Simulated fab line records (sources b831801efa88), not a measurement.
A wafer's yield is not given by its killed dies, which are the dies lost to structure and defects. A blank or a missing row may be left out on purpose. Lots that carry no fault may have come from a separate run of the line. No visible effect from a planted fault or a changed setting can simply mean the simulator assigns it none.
Which tool is to blame? || flow sky130 || 15 lots with 45 wafers sampled at 2 steps, on a route of 708 steps

## WHAT THE GAUGES SHOWED, per wafer
SKY_VIA1_OVL_MEAS_13. Usual: VIA1_OVL gives 0 nm (standard deviation 5.3).
{"lot": "L753", "measured": "day 33 22:02", "on": "overlay-02", "VIA1_OVL (nm)": "4 -4 -5", "flag": ""}
{"lot": "L754", "measured": "day 34 05:32", "on": "overlay-01", "VIA1_OVL (nm)": "-4 -8 -6", "flag": ""}
{"lot": "L755", "measured": "day 34 14:08", "on": "overlay-02", "VIA1_OVL (nm)": "-2 -6 -1", "flag": ""}
{"lot": "L756", "measured": "day 35 03:10", "on": "overlay-02", "VIA1_OVL (nm)": "-4 -2 -6", "flag": ""}
{"lot": "L757", "measured": "day 35 17:50", "on": "overlay-02", "VIA1_OVL (nm)": "-1 5 -3", "flag": ""}
{"lot": "L758", "measured": "day 35 18:54", "on": "overlay-02", "VIA1_OVL (nm)": "2 3 3", "flag": ""}
{"lot": "L760", "measured": "day 36 09:54", "on": "overlay-02", "VIA1_OVL (nm)": "-4 -4 -2", "flag": ""}
{"lot": "L762", "measured": "day 37 07:34", "on": "overlay-02", "VIA1_OVL (nm)": "-3 -2 2", "flag": ""}
{"lot": "L763", "measured": "day 37 07:55", "on": "overlay-01", "VIA1_OVL (nm)": "-9 -6 -8", "flag": ""}
{"lot": "L770", "measured": "day 39 06:37", "on": "overlay-01", "VIA1_OVL (nm)": "-1 3 -2", "flag": ""}
{"lot": "L771", "measured": "day 39 21:43", "on": "overlay-02", "VIA1_OVL (nm)": "-2 -5 -5", "flag": ""}
{"lot": "L772", "measured": "day 40 01:15", "on": "overlay-02", "VIA1_OVL (nm)": "0 7 0", "flag": ""}
{"lot": "L774", "measured": "day 40 16:01", "on": "overlay-02", "VIA1_OVL (nm)": "-4 -2 -1", "flag": ""}
{"lot": "L775", "measured": "day 40 21:13", "on": "overlay-02", "VIA1_OVL (nm)": "9 11 1", "flag": ""}
{"lot": "L776", "measured": "day 40 23:08", "on": "overlay-01", "VIA1_OVL (nm)": "-2 0 -1", "flag": ""}

## WHAT TOOL EACH LOT RAN ON (gives the tool, then ch and the chambers of the sampled wafers, and finally the start)
{"lot": "L753", "SKY_VIA1_CMP_02": "cmp-02 ch 0,1, day 32 18:44"}
{"lot": "L754", "SKY_VIA1_CMP_02": "cmp-01 ch 0,1, day 33 02:22"}
{"lot": "L755", "SKY_VIA1_CMP_02": "cmp-02 ch 2,3, day 33 11:51"}
{"lot": "L756", "SKY_VIA1_CMP_02": "cmp-02 ch 0,1,2, day 34 00:17"}
{"lot": "L757", "SKY_VIA1_CMP_02": "cmp-01 ch 0,2,3, day 34 14:35"}
{"lot": "L758", "SKY_VIA1_CMP_02": "cmp-02 ch 0,3, day 34 15:53"}
{"lot": "L760", "SKY_VIA1_CMP_02": "cmp-01 ch 0,3, day 35 07:10"}
{"lot": "L762", "SKY_VIA1_CMP_02": "cmp-01 ch 0,1,2, day 36 05:07"}
{"lot": "L763", "SKY_VIA1_CMP_02": "cmp-01 ch 0,2,3, day 36 05:41"}
{"lot": "L770", "SKY_VIA1_CMP_02": "cmp-02 ch 0,1,3, day 38 05:07"}
{"lot": "L771", "SKY_VIA1_CMP_02": "cmp-02 ch 0,2,3, day 38 20:24"}
{"lot": "L772", "SKY_VIA1_CMP_02": "cmp-02 ch 1,2,3, day 38 22:59"}
{"lot": "L774", "SKY_VIA1_CMP_02": "cmp-01 ch 0,2,3, day 39 14:35"}
{"lot": "L775", "SKY_VIA1_CMP_02": "cmp-02 ch 1,2, day 39 19:50"}
{"lot": "L776", "SKY_VIA1_CMP_02": "cmp-02 ch 0,1,3, day 39 22:21"}
- SKY_VIA1_CMP_02: polishes SiO2.

## AS READ BY THE TOOLS THEMSELVES (means over the sampled wafers that have a number; for cases with no such wafer, the mark the record gives instead)
SKY_VIA1_CMP_02. Usual: head pressure psi 4.000 psi, standard deviation 0.0079; motor current A 12.1 A, standard deviation 1; platen rpm 60.00 rpm, standard deviation 0.036; slurry flow ml min 150.0, standard deviation 0.48.
{"lot": "L753", "tool": "cmp-02", "head pressure psi (psi)": 4.008, "motor current A (A)": 12.8, "platen rpm (rpm)": 59.98, "slurry flow ml min": 150.0, "flag": ""}
{"lot": "L754", "tool": "cmp-01", "head pressure psi (psi)": 4.000, "motor current A (A)": 11.8, "platen rpm (rpm)": 60.01, "slurry flow ml min": 150.0, "flag": ""}
{"lot": "L755", "tool": "cmp-02", "head pressure psi (psi)": 4.001, "motor current A (A)": 12.0, "platen rpm (rpm)": 60.01, "slurry flow ml min": 150.6, "flag": ""}
{"lot": "L756", "tool": "cmp-02", "head pressure psi (psi)": 3.997, "motor current A (A)": 12.2, "platen rpm (rpm)": 60.01, "slurry flow ml min": 149.9, "flag": ""}
{"lot": "L757", "tool": "cmp-01", "head pressure psi (psi)": 4.001, "motor current A (A)": 11.8, "platen rpm (rpm)": 60.01, "slurry flow ml min": 149.7, "flag": ""}
{"lot": "L758", "tool": "cmp-02", "head pressure psi (psi)": 3.998, "motor current A (A)": 11.6, "platen rpm (rpm)": 59.96, "slurry flow ml min": 149.6, "flag": ""}
{"lot": "L760", "tool": "cmp-01", "head pressure psi (psi)": 3.997, "motor current A (A)": 11.9, "platen rpm (rpm)": 60.00, "slurry flow ml min": 150.0, "flag": ""}
{"lot": "L762", "tool": "cmp-01", "head pressure psi (psi)": 4.000, "motor current A (A)": 11.3, "platen rpm (rpm)": 59.98, "slurry flow ml min": 150.3, "flag": ""}
{"lot": "L763", "tool": "cmp-01", "head pressure psi (psi)": 3.992, "motor current A (A)": 11.3, "platen rpm (rpm)": 60.02, "slurry flow ml min": 150.0, "flag": ""}
{"lot": "L770", "tool": "cmp-02", "head pressure psi (psi)": 4.000, "motor current A (A)": 11.8, "platen rpm (rpm)": 60.01, "slurry flow ml min": 149.7, "flag": ""}
{"lot": "L771", "tool": "cmp-02", "head pressure psi (psi)": 4.003, "motor current A (A)": 11.8, "platen rpm (rpm)": 60.03, "slurry flow ml min": 150.0, "flag": ""}
{"lot": "L772", "tool": "cmp-02", "head pressure psi (psi)": 3.998, "motor current A (A)": 12.8, "platen rpm (rpm)": 59.99, "slurry flow ml min": 149.9, "flag": ""}
{"lot": "L774", "tool": "cmp-01", "head pressure psi (psi)": 3.993, "motor current A (A)": 11.5, "platen rpm (rpm)": 60.02, "slurry flow ml min": 149.8, "flag": ""}
{"lot": "L775", "tool": "cmp-02", "head pressure psi (psi)": 4.004, "motor current A (A)": 13.1, "platen rpm (rpm)": 59.99, "slurry flow ml min": 150.2, "flag": ""}
{"lot": "L776", "tool": "cmp-02", "head pressure psi (psi)": 4.002, "motor current A (A)": 12.2, "platen rpm (rpm)": 60.03, "slurry flow ml min": 150.5, "flag": ""}

## THE ANSWER, worked out from the rows above alone
Rule: a lot is off if the mean of its wafers that have a number lies more than 3 standard deviations from the usual mean. A lot without any number at a reading at which 4 lots or more have one is off too. Where the step has rows for the other lots, those lots are counted as sound. First the gauges in route order, then the tools' own readings, where a lot's mean is used as printed above. The first step at which some lot is off is used, and at that step the reading that is off furthest; a lot without a number counts as furthest.
Across all readings shown, no lot is off: no conclusion can be drawn from this.

## WHAT THE SIMULATOR HAD INSERTED
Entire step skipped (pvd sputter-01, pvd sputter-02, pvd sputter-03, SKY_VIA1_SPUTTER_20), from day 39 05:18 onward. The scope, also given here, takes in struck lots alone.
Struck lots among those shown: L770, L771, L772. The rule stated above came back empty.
